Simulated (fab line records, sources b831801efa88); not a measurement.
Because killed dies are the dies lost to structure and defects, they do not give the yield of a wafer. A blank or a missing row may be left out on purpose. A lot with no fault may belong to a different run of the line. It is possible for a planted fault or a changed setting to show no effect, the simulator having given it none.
Which of the tools did it? | flow sky130 | 21 wafers sampled from 7 lots at 1 step of a route of 708

WHAT THE GAUGES READ, wafer by wafer
SKY_VT_ADJUST_NCORE_TW_MEAS_11.
lot  | measured     | on            | VT_ADJUST_NCORE_TW
L244 | day 8 23:27  | film metro-04 | 221.1 222.3 220.8
L246 | day 9 18:47  | film metro-03 | 217.0 219.2 219.9
L250 | day 10 23:51 | film metro-01 | 217.4 217.6 218.6
L252 | day 11 22:07 | film metro-04 | 219.8 220.7 220.7
L253 | day 12 06:25 | film metro-03 | 219.4 219.3 220.4
L263 | day 14 22:38 | film metro-03 | 221.3 221.6 220.5
L265 | day 15 08:52 | film metro-03 | 219.9 219.0 219.6

TOOL THAT RAN EACH LOT (tool first, then ch and the chambers of the sampled wafers, then the start)
No process step before these readings appears in the record.

THE ANSWER, worked out from the rows above alone
Rule: what is usual is taken from the lots themselves. Put in order of their means at a reading, lots are off if they are a third of the lots or fewer, leave a main group of 4 or more, and stand apart from it by a gap of 3 or more times the standard deviation of the main group's means; of several such gaps the widest counts. If all means in a main group match to the digits the tables above print for the reading, that group is not used. Also off: a lot with no number at a reading for which 4 or more lots have one. All remaining lots with rows at the step are treated as sound.
Across all readings shown, no lot is off: no conclusion can be drawn from this.

WHAT THE SIMULATOR HAD INSERTED
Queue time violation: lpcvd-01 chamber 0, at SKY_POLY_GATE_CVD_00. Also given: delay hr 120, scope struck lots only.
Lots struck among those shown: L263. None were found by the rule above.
